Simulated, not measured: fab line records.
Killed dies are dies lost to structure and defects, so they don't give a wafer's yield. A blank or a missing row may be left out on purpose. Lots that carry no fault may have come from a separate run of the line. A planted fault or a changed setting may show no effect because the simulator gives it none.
fab line records ; flow sky130
record: lots: 6; wafers: 18; last-day: 49
route steps=708 shown METAL4@627 VIA4@639 PAD_OPEN@708
lots with no fault: from the same line, run without faults
start-h: hours from the record's first day to the start of the lot's first wafer shown ; wait-h: how many hours have passed since the lot's step before this one ; " as in the row above ; L1.1+2: a row that stands for several wafers ; - either no value or no given start ; * or withheld: withheld ; < > ~ a bound
route shown NAME@n: NAME is a module with steps in the file, n the number in the route of the first one ; usual: mean/standard deviation taken from wafers without a fault ; same: alike in all rows ; chamber/n: place in a boat ; sites: readings site by site ; _std_site: the values' standard deviation ; _edge_site: mean of outer sites minus mean of inner sites ; radius-mm: how far each site lies from the wafer's centre ; mask NAME#n: copy n ; behind: the tool/chamber that last shaped the wafer ; hold: what put the lot on hold/how long, in hours/how the hold closed ; device: transistor that didn't switch, given as n, p or np ; end of line: tests of these same wafers at the route's end ; a step without rows: its recipe alone ; killed: the dies lost at the first sort to structure and to defects; this is not the yield of the wafer ; map: a wafer's dies, marking killed ones x, the rest . and places with no die _
set.NAME: the run value of the setting; set.NAME@STEP: its run value at that earlier step ; model.NAME: the simulator's own value behind a step, which no gauge read
certain route steps with their lots: each step a table, each wafer a row
services: the hour from which a tool's chamber was out of use, counted from the record's first day as start-h (under 0 if before that day), plus the number of hours and why
== steps ==
step: SKY_METAL4_PEB_11
recipe: peb-temp-c: withheld; peb-time-s: withheld; resist: KrF-thick
step: SKY_METAL4_DEVELOP_12
recipe: develop-time-s: 60; resist: KrF-thick; dev-temp-c: 22.05
step: SKY_METAL4_CD_MEAS_13
recipe: target-cd-nm: 300
usual: cd-nm: 300.2/1.7
lot.wafer;tool;chamber;start-h;wait-h;cd-nm
L879.2;cd-sem-01;-;986.64;-;297.5
L879.4;cd-sem-01;-;986.64;-;297.3
L879.6;cd-sem-01;-;986.64;-;297.3
L884.1;cd-sem-01;-;1029.27;-;302.3
L884.3;cd-sem-01;-;1029.27;-;301.2
L884.6;cd-sem-01;-;1029.27;-;301.5
L886.1;cd-sem-01;-;1030.72;-;297.1
L886.5;cd-sem-01;-;1030.72;-;297.8
L886.6;cd-sem-01;-;1030.72;-;297.8
L887.2;cd-sem-01;-;1040.09;-;300.5
L887.3;cd-sem-01;-;1040.09;-;302.0
L887.5;cd-sem-01;-;1040.09;-;301.3
L894.1;cd-sem-02;-;1090.76;-;299.0
L894.4;cd-sem-02;-;1090.76;-;299.2
L894.5;cd-sem-02;-;1090.76;-;298.6
L896.2;cd-sem-01;-;1094.68;-;299.7
L896.3;cd-sem-01;-;1094.68;-;299.4
L896.6;cd-sem-01;-;1094.68;-;300.0
step: SKY_METAL4_OVL_MEAS_14
usual: METAL4_OVL: -1/6.2
lot.wafer;tool;chamber;start-h;wait-h;METAL4_OVL[nm]
L879.2;overlay-01;-;986.75;0.1;6
L879.4;overlay-01;-;986.75;0.1;9
L879.6;overlay-01;-;986.75;0.1;8
L884.1;overlay-02;-;1029.39;0.1;0
L884.3;overlay-02;-;1029.39;0.1;-1
L884.6;overlay-02;-;1029.39;0.1;4
L886.1;overlay-01;-;1030.84;0.1;-3
L886.5;overlay-01;-;1030.84;0.1;-8
L886.6;overlay-01;-;1030.84;0.1;-5
L887.2;overlay-01;-;1040.20;0.1;-9
L887.3;overlay-01;-;1040.20;0.1;-5
L887.5;overlay-01;-;1040.20;0.1;-12
L894.1;overlay-02;-;1090.88;0.1;2
L894.4;overlay-02;-;1090.88;0.1;-10
L894.5;overlay-02;-;1090.88;0.1;-2
L896.2;overlay-02;-;1094.79;0.1;-11
L896.3;overlay-02;-;1094.79;0.1;-9
L896.6;overlay-02;-;1094.79;0.1;-5
step: SKY_METAL4_DESCUM_15
recipe: chemistry: O2; source-power-w: 150; bias-power-w: 0; pressure-mtorr: 10; temp-c: 40; time-s: 8
usual: drypump-motor-current-A: 5.9/0.35; oes-product-au: 1.001/0.011; rf-fwd-power-W: 147.1/0.68
lot.wafer;tool;chamber;start-h;wait-h;drypump-motor-current-A;oes-product-au;rf-fwd-power-W;rf-hours-counter-h
L879.2;rie-metal-04;0;986.78;0.0;5.9;1.010;147.2;15
L879.4;rie-metal-04;1;986.78;0.0;6.7;0.995;147.1;-
L879.6;rie-metal-04;0;986.78;0.0;5.9;1.013;147.5;-
L884.1;rie-metal-03;1;1029.43;0.0;5.7;1.008;147.2;10
L884.3;rie-metal-03;0;1029.43;0.0;5.7;1.014;148.0;-
L884.6;rie-metal-03;1;1029.43;0.0;5.7;0.991;147.4;-
L886.1;rie-metal-04;0;1030.88;0.0;5.9;1.011;147.3;18
L886.5;rie-metal-04;1;1030.88;0.0;6.7;0.989;146.5;-
L886.6;rie-metal-04;0;1030.88;0.0;5.9;1.009;147.3;-
L887.2;rie-metal-03;1;1040.23;0.0;5.8;1.000;145.9;11
L887.3;rie-metal-03;0;1040.23;0.0;5.7;1.017;148.0;-
L887.5;rie-metal-03;0;1040.23;0.0;5.7;1.009;147.0;-
L894.1;rie-metal-04;0;1090.91;0.0;5.9;1.014;146.9;22
L894.4;rie-metal-04;1;1090.91;0.0;6.7;0.995;146.7;-
L894.5;rie-metal-04;0;1090.91;0.0;5.9;1.016;146.7;-
L896.2;rie-metal-04;1;1094.82;0.0;6.7;0.999;146.6;10
L896.3;rie-metal-04;1;1094.82;0.0;6.7;0.995;146.1;-
L896.6;rie-metal-04;0;1094.82;0.0;5.9;1.012;147.4;-
step: SKY_METAL4_ETCH_16
recipe: chemistry: N2/H2; target: BARC; ion-energy-ev: 200; bias-w: 100; pressure-mtorr: 30; n2-flow-sccm: 100; h2-flow-sccm: 200; icp-w: 500; stop-on: SiO2; time-s: 88.2; target-depth-a: 600
step: SKY_METAL4_ETCH_17
recipe: target: SiO2; stop-on: TiN; chemistry: C4F8/O2/Ar; source-w: 1500; bias-w: 1200; pressure-mtorr: 40; c4f8-flow-sccm: withheld; O2_flow_sccm: 6; Ar_flow_sccm: 300; time-s: 3.9; target-depth-a: 150
usual: oes-product-au: 0.752/0.0079; rf-fwd-power-W: 1468/8.8
lot.wafer;tool;chamber;start-h;wait-h;oes-product-au;rf-fwd-power-W;rf-hours-counter-h
L879.2;rie-diel-04;3;986.91;0.1;0.737;1464;14
L879.4;rie-diel-04;0;986.91;0.1;0.748;1461;7
L879.6;rie-diel-04;3;986.91;0.1;0.741;1454;-
L884.1;rie-diel-02;3;1029.56;0.1;0.751;1461;6
L884.3;rie-diel-02;0;1029.56;0.1;0.752;1486;5
L884.6;rie-diel-02;2;1029.56;0.1;0.756;1472;-
L886.1;rie-diel-02;3;1031.01;0.1;0.751;1463;6
L886.5;rie-diel-02;0;1031.01;0.1;0.746;1482;-
L886.6;rie-diel-02;1;1031.01;0.1;0.751;1472;-
L887.2;rie-diel-04;1;1040.36;0.1;0.740;1462;4
L887.3;rie-diel-04;2;1040.36;0.1;0.761;1466;18
L887.5;rie-diel-04;3;1040.36;0.1;0.753;1469;-
L894.1;rie-diel-03;1;1091.04;0.1;0.759;1465;9
L894.4;rie-diel-03;2;1091.04;0.1;0.757;1465;-
L894.5;rie-diel-03;0;1091.04;0.1;0.750;1479;-
L896.2;rie-diel-02;0;1094.95;0.1;0.755;1486;7
L896.3;rie-diel-02;2;1094.95;0.1;0.760;1465;16
L896.6;rie-diel-02;1;1094.95;0.1;0.765;1472;-
step: SKY_METAL4_METAL_ETCH_18
recipe: target-depth-a: 8450; stop-on: SiO2; over-etch-frac: 0.3; time-s: 183.1; chemistry: Cl2/BCl3; resist-sidewall-deg: 88; pressure-mtorr: 10; icp-w: 900; bias-w: 48.5; Cl2_flow_sccm: 60; bcl3-flow-sccm: 30
usual: drypump-motor-current-A: 6.0/0.39; oes-product-au: 0.866/0.0069; rf-fwd-power-W: 897/3.2; throttle-valve-pct: 22.264/0.0097
lot.wafer;tool;chamber;start-h;wait-h;drypump-motor-current-A;oes-product-au;rf-fwd-power-W;rf-hours-counter-h;throttle-valve-pct
L879.2;rie-metal-03;0;986.93;0.0;5.7;0.871;907;16;22.258
L879.4;rie-metal-03;0;986.93;0.0;5.7;0.858;904;-;22.258
L879.6;rie-metal-03;0;986.93;0.0;5.7;0.866;907;-;22.270
L884.1;rie-metal-04;1;1029.58;0.0;6.7;0.868;894;5;22.265
L884.3;rie-metal-04;0;1029.58;0.0;5.9;0.861;891;-;22.276
L884.6;rie-metal-04;1;1029.58;0.0;6.7;0.868;894;-;22.250
L886.1;rie-metal-02;1;1031.03;0.0;6.0;0.867;891;17;22.269
L886.5;rie-metal-02;1;1031.03;0.0;6.0;0.868;891;-;22.254
L886.6;rie-metal-02;0;1031.03;0.0;5.6;0.866;900;-;22.272
L887.2;rie-metal-04;1;1040.38;0.0;6.7;0.875;891;6;22.261
L887.3;rie-metal-04;0;1040.38;0.0;5.9;0.869;897;-;22.258
L887.5;rie-metal-04;0;1040.38;0.0;5.9;0.870;897;-;22.265
L894.1;rie-metal-02;1;1091.06;0.0;6.0;0.861;894;20;22.280
L894.4;rie-metal-02;0;1091.06;0.0;5.7;0.872;900;-;22.261
L894.5;rie-metal-02;0;1091.06;0.0;5.6;0.860;900;-;22.261
L896.2;rie-metal-03;1;1094.97;0.0;5.7;0.862;895;15;22.264
L896.3;rie-metal-03;1;1094.97;0.0;5.7;0.859;899;-;22.270
L896.6;rie-metal-03;1;1094.97;0.0;5.7;0.865;898;-;22.256
step: SKY_METAL4_STRIP_19
recipe: chemistry: O2/N2; power-w: 1400; pressure-mtorr: 1500; platen-temp-c: withheld; o2-flow-sccm: 3000; n2-flow-sccm: 300; overash-fraction: 0.5
usual: drypump-motor-current-A: 5.4/0.44; oes-product-au: 0.503/0.0058; strip-time-to-endpoint-s: 6.56/0.093
lot.wafer;tool;chamber;start-h;wait-h;drypump-motor-current-A;oes-product-au;rf-hours-counter-h;strip-time-to-endpoint-s
L879.2;plasma-asher-03;0;987.10;0.1;4.8;0.501;85;6.38
L879.4;plasma-asher-03;1;987.10;0.1;5.0;0.497;-;6.40
L879.6;plasma-asher-03;1;987.10;0.1;5.0;0.499;-;6.37
L884.1;plasma-asher-04;0;1029.75;0.1;5.6;0.508;30;6.67
L884.3;plasma-asher-04;1;1029.75;0.1;5.8;0.510;-;6.51
L884.6;plasma-asher-04;1;1029.75;0.1;5.7;0.501;-;6.62
L886.1;plasma-asher-03;0;1031.20;0.1;4.9;0.505;90;6.52
L886.5;plasma-asher-03;0;1031.20;0.1;4.8;0.506;-;6.53
L886.6;plasma-asher-03;1;1031.20;0.1;5.0;0.509;-;6.52
L887.2;plasma-asher-03;1;1040.61;0.2;5.0;0.511;91;6.71
L887.3;plasma-asher-03;0;1040.61;0.2;4.8;0.500;-;6.49
L887.5;plasma-asher-03;0;1040.61;0.2;4.8;0.501;-;6.49
L894.1;plasma-asher-02;0;1091.24;0.1;6.1;0.502;65;6.59
L894.4;plasma-asher-02;0;1091.24;0.1;6.1;0.505;-;6.69
L894.5;plasma-asher-02;1;1091.24;0.1;5.5;0.504;-;6.66
L896.2;plasma-asher-04;0;1095.15;0.1;5.6;0.502;37;6.62
L896.3;plasma-asher-04;1;1095.15;0.1;5.7;0.501;-;6.59
L896.6;plasma-asher-04;1;1095.15;0.1;5.6;0.515;-;6.69
step: SKY_METAL4_STRIP_20
recipe: chemistry: post-etch-residue-remover; time-s: 1200; temp-c: 72.5
step: SKY_METAL4_CLEAN_21
recipe: chemistry: IPA; time-s: 180; temp-c: 25
step: SKY_METAL4_CLEAN_22
recipe: chemistry: O3/DIW; dry: n2-spin
step: SKY_VIA4_HDPCVD_00
recipe: material: SiO2; target-thk-nm: 1750; sigma-open-frac: 0.3; time-s: 291.7; temp-c: 400; sih4-flow-sccm: 60; pressure-mtorr: 6
lot.wafer;tool;chamber;start-h;wait-h;model.SiO2_of_VIA4_HDPCVD_00.thk-nm
L879.2;hdpcvd-02;0;987.70;0.0;1772
L879.4;hdpcvd-02;1;987.70;0.0;1775
L879.6;hdpcvd-02;2;987.70;0.0;1755
L884.1;hdpcvd-02;0;1030.35;0.0;1761
L884.3;hdpcvd-02;2;1030.35;0.0;1759
L884.6;hdpcvd-02;1;1030.35;0.0;1776
L886.1;hdpcvd-02;0;1031.80;0.0;3249
L886.5;hdpcvd-02;1;1031.80;0.0;3250
L886.6;hdpcvd-02;0;1031.80;0.0;3251
L887.2;hdpcvd-02;2;1041.25;0.0;3231
L887.3;hdpcvd-02;1;1041.25;0.0;3272
L887.5;hdpcvd-02;0;1041.25;0.0;3240
L894.1;hdpcvd-01;1;1091.86;0.0;1775
L894.4;hdpcvd-01;1;1091.86;0.0;1744
L894.5;hdpcvd-01;0;1091.86;0.0;1745
L896.2;hdpcvd-01;0;1095.74;0.0;1734
L896.3;hdpcvd-01;2;1095.74;0.0;1739
L896.6;hdpcvd-01;0;1095.74;0.0;1737
step: SKY_VIA4_THK_MEAS_01
recipe: reads: SiO2_of_VIA4_HDPCVD_00
usual: VIA4_HDPCVD_THK: 1756/16
lot.wafer;tool;chamber;start-h;wait-h;VIA4_HDPCVD_THK[nm]
L879.2;film-metro-04;-;987.89;0.1;1772
L879.4;film-metro-04;-;987.89;0.1;1775
L879.6;film-metro-04;-;987.89;0.1;1754
L884.1;film-metro-01;-;1030.52;0.1;1761
L884.3;film-metro-01;-;1030.52;0.1;1759
L884.6;film-metro-01;-;1030.52;0.1;1774
L886.1;film-metro-01;-;1031.97;0.1;3248
L886.5;film-metro-01;-;1031.97;0.1;3250
L886.6;film-metro-01;-;1031.97;0.1;3251
L887.2;film-metro-04;-;1041.43;0.1;3232
L887.3;film-metro-04;-;1041.43;0.1;3270
L887.5;film-metro-04;-;1041.43;0.1;3240
L894.1;film-metro-03;-;1092.04;0.1;1774
L894.4;film-metro-03;-;1092.04;0.1;1743
L894.5;film-metro-03;-;1092.04;0.1;1744
L896.2;film-metro-04;-;1095.93;0.1;1733
L896.3;film-metro-04;-;1095.93;0.1;1739
L896.6;film-metro-04;-;1095.93;0.1;1738
step: SKY_VIA4_CMP_02
recipe: material: SiO2; down-force-psi: 4; platen-rpm: 60; pad-velocity-m-s: 0.94248
usual: motor-current-A: 12.9/1.1; slurry-filter-dp-kPa: 13.52/0.13
lot.wafer;tool;chamber;start-h;wait-h;motor-current-A;slurry-filter-dp-kPa
L879.4;cmp-02;3;987.94;0.0;13.8;13.50
L879.2;cmp-02;1;987.94;0.0;13.0;13.47
L879.6;cmp-02;0;987.94;0.0;11.9;13.41
L884.1;cmp-01;3;1030.58;0.1;12.0;13.36
L884.3;cmp-01;1;1030.58;0.1;12.1;13.59
L884.6;cmp-01;0;1030.58;0.1;11.0;13.59
L886.1;cmp-02;1;1032.03;0.1;13.1;13.25
L886.6;cmp-02;1;1032.03;0.1;13.0;13.34
L886.5;cmp-02;2;1032.03;0.1;12.7;13.42
L887.2;cmp-02;2;1041.56;0.1;12.6;13.56
L887.3;cmp-02;3;1041.56;0.1;14.8;13.68
L887.5;cmp-02;1;1041.56;0.1;12.7;13.37
L894.4;cmp-01;3;1092.15;0.1;12.8;13.48
L894.1;cmp-01;0;1092.15;0.1;11.4;13.61
L894.5;cmp-01;2;1092.15;0.1;14.5;13.48
L896.2;cmp-02;3;1095.98;0.0;14.1;13.67
L896.3;cmp-02;2;1095.98;0.0;13.0;13.58
L896.6;cmp-02;3;1095.98;0.0;14.3;13.52
step: SKY_PAD_OPEN_PROBE_99
usual: defect-limited-yield: 82.6/2; killed_at_M0_to_M3: 43/7.1; killed_at_M4_up: 3.0/1.9; killed-at-contacts: 24/5; killed-at-front-end: 15/4.3; killed-at-other: 0.3/0.5; killed-dies: 85/9.6; killed-open: 46/7.1; killed-short: 39/6.8; sort_bin_3_pad_short: 0.9/0.42; sort_bin_5_function: 10.2/1.4; sort_bin_6_memory: 6.3/1.2; sort-n-pass: 407/9.6; sort-yield-pct: 82.6/2
same: gross-dies: 492; killed-at-back-side: 0; sort_bin_4_leakage[%]: 0; sort_bin_8_speed[%]: 0
lot.wafer;tool;chamber;start-h;wait-h;defect-limited-yield[%];killed_at_M0_to_M3;killed_at_M4_up;killed-at-contacts;killed-at-front-end;killed-at-other;killed-dies;killed-open;killed-short;sort_bin_3_pad_short[%];sort_bin_5_function[%];sort_bin_6_memory[%];sort-n-pass;sort-yield-pct[%]
L879.2;prober-02;-;1084.03;0.1;84.1;29;5;28;15;1;78;49;29;1.4;8.3;6.1;414;84.1
L879.4;prober-02;-;1084.13;0.2;81.3;43;7;23;19;0;92;51;41;1.2;9.8;7.7;400;81.3
L879.6;prober-02;-;1084.23;0.2;82.5;39;5;27;14;1;86;49;37;0.6;9.8;7.1;406;82.5
L884.1;prober-01;-;1119.32;0.1;82.9;35;2;29;17;1;84;52;32;1.6;11.2;4.3;408;82.9
L884.3;prober-01;-;1119.42;0.2;85.2;28;4;20;20;1;73;42;31;0.6;7.7;6.5;419;85.2
L884.6;prober-01;-;1119.57;0.2;81.7;48;2;26;13;1;90;41;49;1.2;10.0;7.1;402;81.7
L886.1;prober-01;-;1120.82;0.1;81.5;53;3;17;18;0;91;37;54;0.4;11.4;6.7;401;81.5
L886.5;prober-01;-;1121.02;0.2;80.7;52;0;14;29;0;95;59;36;0.6;13.0;5.7;397;80.7
L886.6;prober-01;-;1121.07;0.2;80.7;49;2;21;23;0;95;51;44;1.6;9.6;8.1;397;80.7
L887.2;prober-02;-;1129.37;0.1;82.9;38;7;28;11;0;84;42;42;1.0;10.6;5.5;408;82.9
L887.3;prober-02;-;1129.42;0.2;86.2;43;3;11;11;0;68;35;33;1.4;7.1;5.3;424;86.2
L887.5;prober-02;-;1129.52;0.2;82.3;32;7;27;20;1;87;38;49;0.6;8.9;8.1;405;82.3
L894.1;prober-01;-;1170.90;0.1;81.7;53;5;15;16;1;90;43;47;1.2;10.6;6.5;402;81.7
L894.4;prober-01;-;1171.05;0.2;86.8;37;2;14;12;0;65;30;35;0.6;7.1;5.5;427;86.8
L894.5;prober-01;-;1171.10;0.2;82.3;47;1;20;19;0;87;57;30;0.8;10.8;6.1;405;82.3
L896.2;prober-02;-;1173.90;0.1;83.1;43;4;20;15;1;83;37;46;1.2;9.6;6.1;409;83.1
L896.3;prober-02;-;1173.95;0.2;81.1;50;4;26;13;0;93;43;50;1.4;10.6;6.9;399;81.1
L896.6;prober-02;-;1174.10;0.2;81.9;39;5;31;14;0;89;48;41;1.2;9.1;7.7;403;81.9
killed by level:class
L879.2 CONTACT:geometric-particle:open=14 LI_CONTACT:geometric-particle:open=8 VIA1:geometric-particle:open=7 POLY_GATE:geometric-particle:short=6 VIA2:geometric-particle:open=5 VIA3:geometric-particle:open=5 METAL1:geometric-particle:short=4 FIELD_ISO:geometric-particle:open=3
L879.4 LI_CONTACT:geometric-particle:open=9 VIA3:geometric-particle:open=9 VIA1:geometric-particle:open=9 POLY_GATE:geometric-particle:short=7 VIA2:geometric-particle:open=7 POLY_GATE:geometric-particle:open=6 METAL2:geometric-particle:short=6 METAL4:geometric-particle:short=5
L879.6 VIA1:geometric-particle:open=14 LI_CONTACT:geometric-particle:open=8 CONTACT:geometric-particle:open=8 VIA2:geometric-particle:open=7 CONTACT:geometric-particle:short=6 METAL1:geometric-particle:short=5 FIELD_ISO:geometric-particle:short=4 VIA3:geometric-particle:open=4
L884.1 LI_CONTACT:geometric-particle:open=11 VIA1:geometric-particle:open=10 CONTACT:geometric-particle:open=10 VIA2:geometric-particle:open=9 POLY_GATE:geometric-particle:short=5 VIA3:geometric-particle:open=5 LOCAL_INTERCONNECT:geometric-particle:short=4 FIELD_ISO:geometric-particle:short=3
L884.3 LI_CONTACT:geometric-particle:open=8 VIA1:geometric-particle:open=8 FIELD_ISO:geometric-particle:short=5 CONTACT:geometric-particle:open=5 POLY_GATE:geometric-particle:open=5 POLY_GATE:geometric-particle:short=5 VIA2:geometric-particle:open=5 FIELD_ISO:geometric-particle:open=4
L884.6 VIA1:geometric-particle:open=16 CONTACT:geometric-particle:short=9 METAL1:geometric-particle:short=7 POLY_GATE:geometric-particle:short=6 VIA2:geometric-particle:open=6 LI_CONTACT:geometric-particle:open=5 LOCAL_INTERCONNECT:geometric-particle:short=5 METAL2:geometric-particle:short=5
L886.1 VIA1:geometric-particle:open=11 VIA1:geometric-particle:short=9 FIELD_ISO:geometric-particle:short=6 METAL2:geometric-particle:short=6 POLY_GATE:geometric-particle:short=5 LOCAL_INTERCONNECT:geometric-particle:short=5 VIA2:geometric-particle:open=5 VIA3:geometric-particle:short=5
L886.5 VIA1:geometric-particle:open=12 FIELD_ISO:geometric-particle:open=10 VIA2:geometric-particle:open=7 POLY_GATE:geometric-particle:open=7 METAL2:geometric-particle:short=7 VIA3:geometric-particle:open=7 CONTACT:geometric-particle:open=6 METAL1:geometric-particle:short=6
L886.6 VIA1:geometric-particle:open=13 CONTACT:geometric-particle:open=10 FIELD_ISO:geometric-particle:short=8 METAL1:geometric-particle:short=7 FIELD_ISO:geometric-particle:open=6 VIA1:geometric-particle:short=6 METAL2:geometric-particle:short=6 LI_CONTACT:geometric-particle:open=4
L887.2 CONTACT:geometric-particle:open=12 VIA1:geometric-particle:short=9 VIA1:geometric-particle:open=7 LI_CONTACT:geometric-particle:open=6 LI_CONTACT:geometric-particle:short=5 VIA2:geometric-particle:open=5 METAL4:geometric-particle:short=5 METAL2:geometric-particle:short=4
L887.3 VIA1:geometric-particle:open=7 CONTACT:geometric-particle:open=6 VIA1:geometric-particle:short=6 VIA3:geometric-particle:short=5 VIA2:geometric-particle:open=5 VIA3:geometric-particle:open=5 METAL1:geometric-particle:short=4 METAL2:geometric-particle:short=4
L887.5 FIELD_ISO:geometric-particle:short=9 CONTACT:geometric-particle:open=9 LOCAL_INTERCONNECT:geometric-particle:short=7 METAL4:geometric-particle:short=7 METAL1:geometric-particle:short=6 VIA1:geometric-particle:open=6 METAL2:geometric-particle:short=6 VIA3:geometric-particle:open=5
L894.1 VIA1:geometric-particle:open=13 METAL1:geometric-particle:short=9 CONTACT:geometric-particle:open=8 VIA1:geometric-particle:short=7 VIA2:geometric-particle:open=6 VIA3:geometric-particle:short=6 POLY_GATE:geometric-particle:short=5 LOCAL_INTERCONNECT:geometric-particle:short=5
L894.4 VIA1:geometric-particle:open=9 FIELD_ISO:geometric-particle:short=5 METAL2:geometric-particle:short=5 VIA1:geometric-particle:short=5 CONTACT:geometric-particle:open=4 METAL1:geometric-particle:open=4 LI_CONTACT:geometric-particle:open=3 CONTACT:geometric-particle:short=3
L894.5 VIA1:geometric-particle:open=15 CONTACT:geometric-particle:open=10 POLY_GATE:geometric-particle:open=9 METAL1:geometric-particle:short=8 VIA2:geometric-particle:open=8 VIA1:geometric-particle:short=6 FIELD_ISO:geometric-particle:open=5 VIA3:geometric-particle:open=5
L896.2 CONTACT:geometric-particle:open=10 METAL2:geometric-particle:short=7 VIA1:geometric-particle:short=6 VIA3:geometric-particle:short=5 METAL1:geometric-particle:short=5 VIA3:geometric-particle:open=5 VIA1:geometric-particle:open=4 LI_CONTACT:geometric-particle:open=4
L896.3 VIA3:geometric-particle:open=9 LOCAL_INTERCONNECT:geometric-particle:short=7 VIA1:geometric-particle:open=7 CONTACT:geometric-particle:open=6 VIA1:geometric-particle:short=6 METAL2:geometric-particle:short=5 VIA2:geometric-particle:open=5 METAL1:geometric-particle:short=5
L896.6 LI_CONTACT:geometric-particle:open=12 VIA1:geometric-particle:open=11 CONTACT:geometric-particle:open=8 VIA1:geometric-particle:short=8 CONTACT:geometric-particle:short=5 FIELD_ISO:geometric-particle:short=4 METAL3:geometric-particle:short=4 VIA3:geometric-particle:open=4
== services ==
tool;chamber;start-h;hours;kind
plasma-asher-02;-;963.70;3.3;repair
hdpcvd-01;0;965.25;-;clean
hdpcvd-01;1;965.25;-;clean
hdpcvd-01;2;965.25;-;clean
rie-diel-02;2;967.40;1.6;repair
rie-metal-03;-;980.54;1.4;pm
cmp-02;-;984.77;1.3;repair
rie-diel-02;-;1035.33;1.6;repair
rie-diel-04;0;1038.97;2.7;repair
cmp-02;-;1047.81;0.7;repair
rie-diel-03;3;1056.95;7.9;repair
hdpcvd-01;0;1063.10;7.0;repair
hdpcvd-01;1;1065.82;2.4;repair
rie-metal-02;-;1070.45;14.6;pm
rie-diel-02;-;1072.22;6.1;repair
rie-diel-03;3;1082.09;18.3;repair
cmp-01;-;1084.43;4.0;pm
cmp-01;-;1088.43;-;consumable-replace:conditioner
cmp-01;-;1088.43;-;consumable-replace:pad
rie-diel-03;-;1093.53;1.4;repair
rie-diel-04;-;1093.69;0.4;repair
== key ==
first-sign: step: SKY_VIA4_THK_MEAS_01; reading: VIA4_HDPCVD_THK; direction: up; sigmas: 92; usual: 1756; struck: 3249
effect none on later readings
model-effect: step: SKY_VIA4_HDPCVD_00; value: SiO2_of_VIA4_HDPCVD_00.thk-nm; without: 1762; struck: 3249
met-at SKY_VIA4_HDPCVD_00
struck-wafers L886.1,L886.5,L886.6,L887.2,L887.3,L887.5
onset-between 1030.35 1031.80
also-fits SKY_METAL4_STRIP_19:plasma-asher-03
fault: kind: process-parameter-drift; tool: hdpcvd-02; chamber: -; onset-h: 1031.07; steps: SKY_VIA4_HDPCVD_00; channel: target-thk-nm; offset: 1486.5; shape: step; end-h: 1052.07; acts-in: these-recipes-only; stated: 1750
